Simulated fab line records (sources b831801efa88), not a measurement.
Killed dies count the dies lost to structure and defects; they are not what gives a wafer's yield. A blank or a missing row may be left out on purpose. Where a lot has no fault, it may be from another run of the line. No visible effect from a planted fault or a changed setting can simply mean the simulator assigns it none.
Chamber matching -- flow sfq-line -- SFQ_TRILAYER_I4_DEP_PECVD_099 on pecvd-03: 3 sister chambers
The step deposits SiO2 from SiH4/N2O, time 111.11 s, target thk 500 nm. 3 wafers are shown with their chamber, then 9 later ones without.

WAFERS WITH THEIR CHAMBER
wafer,chamber,throttle-valve-pct (%)
L813.1,1,24.1
L813.3,0,22.7
L813.4,2,25.9

WAFERS WHOSE CHAMBER IS MISSING
wafer,throttle-valve-pct (%)
L814.1,25.9
L814.2,22.4
L814.4,22.2
L815.2,26.0
L815.4,24.2
L815.6,22.2
L817.1,22.5
L817.4,22.2
L817.5,26.0

WHICH CHAMBER EACH WENT THROUGH
wafer,from the rows above,in truth
L814.1,2,2
L814.2,0,0
L814.4,0,0
L815.2,2,2
L815.4,1,1
L815.6,0,0
L817.1,0,0
L817.4,0,0
L817.5,2,2
9 of 9 placed correctly. Left unplaced by these rows: 0. Wrongly placed: 0.
How it was worked out, from the rows above alone: a wafer's distance from a chamber is the root of the sum, over the readings, of the square of ((its reading less the chamber's mean) divided by the reading's scatter). The wafer belongs to the nearest chamber; if the next one is less than 2 further off, it can't be placed. For every chamber, the mean is computed from those of its wafers that are shown. The scatter: with one shown wafer a chamber, the root of the mean of the squares of how far each hidden wafer lies from its nearest shown one.
